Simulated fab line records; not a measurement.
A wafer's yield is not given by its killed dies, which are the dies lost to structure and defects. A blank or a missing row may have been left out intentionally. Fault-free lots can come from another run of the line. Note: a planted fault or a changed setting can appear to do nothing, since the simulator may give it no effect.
A lot that was struck, set against a sound lot ; flow sky130 ; 42 out of 708 route steps
Sound: these wafers, L384.2, L384.3, L384.6. Struck: wafers L395.1, L395.2, L395.4. The cause is named last.
Each step with rows lists, per side, the tool, then ch with its chambers, then its first start. Under that, the readings that differ: sound wafers ; struck wafers ; difference of the means ; sigmas: that difference in standard deviations of wafers without a fault.
alike: readings with means less than 2 such deviations apart, plus words and numbers identical on both sides. not compared: withheld readings, readings lacking a value on some wafer, bounds such as >300 that could conceal the same value, and numbers that have no deviation in the record and whose values overlap.
A row with sigmas, a row that says differs or no value, or rows on one side alone: a step with any of these is where the two part. Numbers that have no deviation but don't overlap get no sigmas and don't part them. A reading missing from all wafers of one side parts the sides only when that side holds two or more wafers.

first, 1 step without rows for these wafers: SKY_NWELL_IMPLANT_13.
SKY_NWELL_STRIP_14: strips in O2/N2.
  sound on plasma_asher-01 ch 0,1, day 5 01:47; struck on plasma_asher-04 ch 0,1, day 7 19:31
  alike: drypump_motor_current_A, o2_flow_sccm, oes_product_au, strip_time_to_endpoint_s
  not compared: rf_hours_counter_h
SKY_NWELL_TW_MEAS_15:
  sound: film_metro-02 at day 5 01:53; struck: film_metro-04 at day 7 19:37
reading;sound;struck;difference;sigmas
NWELL_TW;1844 1835 1831;1807 1802 1809;-31;-2
then, 7 steps without rows for these wafers: SKY_NWELL_DEHYDRATE_16 (time 60 s); SKY_NWELL_HMDS_17 (prime time 60 s); SKY_NWELL_COAT_18 (resist thk 3000 nm); SKY_NWELL_SOFTBAKE_19; SKY_NWELL_EXPOSE_20 (exposes mask NWM COMPLEMENT, target cd 840 nm); SKY_NWELL_PEB_21; SKY_NWELL_DEVELOP_22 (develop time 60 s).
SKY_NWELL_OVL_MEAS_23:
  sound: overlay-01 at day 5 18:36; struck: overlay-02 at day 8 16:02
  alike: NWELL_01_OVL
then, 1 step without rows for these wafers: SKY_NWELL_IMPLANT_24.
SKY_NWELL_STRIP_25: strips in O2/N2.
  sound on plasma_asher-04 ch 0,1, day 5 18:47; struck on plasma_asher-01 ch 0,1, day 8 16:14
  alike: drypump_motor_current_A, o2_flow_sccm, oes_product_au, strip_time_to_endpoint_s
  not compared: rf_hours_counter_h
SKY_NWELL_TW_MEAS_26:
  sound: film_metro-04 at day 5 18:53; struck: film_metro-04 at day 8 16:20
reading;sound;struck;difference;sigmas
NWELL_2_TW;502 499 498;490 490 493;-9;-3
then, 1 step without rows for these wafers: SKY_NWELL_CLEAN_27 (cleans in SC1/SC2, time 157.2 s).
SKY_NWELL_RTA_28: time 30 s.
  sound on rtp_anneal-01 ch 0, day 5 19:01; struck on rtp_anneal-01 ch 0, day 8 16:26
  alike: anneal_temp_c_max, lamp_power_pct, ramp_up_c_per_s, wafer_temp_C_max
SKY_NWELL_RS_MEAS_29: uses a four-point probe to measure.
  sound: film_metro-02 at day 5 19:07; struck: film_metro-03 at day 8 16:32
reading;sound;struck;difference;sigmas
NWELL_RS (ohm/sq);624.5 626.4 627.4;622.2 621.2 624.2;-3.6;-2
SKY_NWELL_RS_MEAS_31: uses a four-point probe to measure.
  sound: film_metro-02 at day 5 19:22; struck: film_metro-03 at day 8 16:47
  alike: PWDE_RS
then, 7 steps without rows for these wafers: SKY_VT_ADJUST_HVTP_DEHYDRATE_00 (time 60 s); SKY_VT_ADJUST_HVTP_HMDS_01 (prime time 60 s); SKY_VT_ADJUST_HVTP_COAT_02 (resist thk 1140 nm); SKY_VT_ADJUST_HVTP_SOFTBAKE_03 (time 60 s); SKY_VT_ADJUST_HVTP_EXPOSE_04 (exposes mask HVTPM, target cd 380 nm); SKY_VT_ADJUST_HVTP_PEB_05; SKY_VT_ADJUST_HVTP_DEVELOP_06 (develop time 60 s).
SKY_VT_ADJUST_HVTP_CD_MEAS_07: target cd 380 nm.
  sound: cd_sem-02 at day 6 14:04; struck: cd_sem-02 at day 9 13:59
  alike: cd_nm
SKY_VT_ADJUST_HVTP_OVL_MEAS_08:
  sound: overlay-02 at day 6 14:10; struck: overlay-01 at day 9 14:07
  alike: VT_ADJUST_HVTP_OVL
then, 1 step without rows for these wafers: SKY_VT_ADJUST_HVTP_IMPLANT_09.
SKY_VT_ADJUST_HVTP_STRIP_10: strips in O2/N2.
  sound on plasma_asher-01 ch 0,1, day 6 14:21; struck on plasma_asher-03 ch 0,1, day 9 14:18
  alike: drypump_motor_current_A, o2_flow_sccm, oes_product_au, strip_time_to_endpoint_s
  not compared: rf_hours_counter_h
SKY_VT_ADJUST_HVTP_TW_MEAS_11:
  sound: film_metro-02 at day 6 14:28; struck: film_metro-03 at day 9 14:24
  alike: VT_ADJUST_HVTP_TW
then, 7 steps without rows for these wafers: SKY_VT_ADJUST_LVTN_DEHYDRATE_00 (time 60 s); SKY_VT_ADJUST_LVTN_HMDS_01 (prime time 60 s); SKY_VT_ADJUST_LVTN_COAT_02 (resist thk 3000 nm); SKY_VT_ADJUST_LVTN_SOFTBAKE_03; SKY_VT_ADJUST_LVTN_EXPOSE_04 (exposes mask NWM COMPLEMENT LESS NATIVE, target cd 840 nm); SKY_VT_ADJUST_LVTN_PEB_05; SKY_VT_ADJUST_LVTN_DEVELOP_06 (develop time 60 s).
SKY_VT_ADJUST_LVTN_OVL_MEAS_07:
  sound: overlay-01 at day 7 09:25; struck: overlay-02 at day 10 12:24
  alike: VT_ADJUST_LVTN_OVL
then, 1 step without rows for these wafers: SKY_VT_ADJUST_LVTN_IMPLANT_08.
SKY_VT_ADJUST_LVTN_STRIP_09: strips in O2/N2.
  sound on plasma_asher-04 ch 0,1, day 7 09:36; struck on plasma_asher-02 ch 0,1, day 10 12:35
  alike: drypump_motor_current_A, o2_flow_sccm, oes_product_au, strip_time_to_endpoint_s
  not compared: rf_hours_counter_h
SKY_VT_ADJUST_LVTN_TW_MEAS_10:
  sound: film_metro-04 at day 7 09:45; struck: film_metro-01 at day 10 12:41
  alike: VT_ADJUST_LVTN_TW
-- record jumps: 38 days separate the struck wafers' starts on either side; left off in module VT_ADJUST_LVTN, taken up again in module PAD_OPEN, whose first shown step is the route's number 708 --
SKY_PAD_OPEN_PROBE_99:
  sound: prober-02 at day 46 02:25; struck: prober-01 at day 49 00:13
reading;sound;struck;difference;sigmas
hold;- - -;await_dispo/2.4h/release await_dispo/2.4h/release await_dispo/2.4h/release;no value on the sound wafers;
killed_at_front_end;26 17 15;92 42 40;+39;+8
killed_dies;89 102 105;159 116 120;+33;+4
  alike: killed_at_M0_to_M3, killed_at_M4_up, killed_at_contacts, killed_at_other, killed_on_rim, killed_open, killed_short

## WHERE THEY PART
Earliest at SKY_NWELL_TW_MEAS_15; latest, in this record, at SKY_PAD_OPEN_PROBE_99.

WHY: the cause the simulator had injected
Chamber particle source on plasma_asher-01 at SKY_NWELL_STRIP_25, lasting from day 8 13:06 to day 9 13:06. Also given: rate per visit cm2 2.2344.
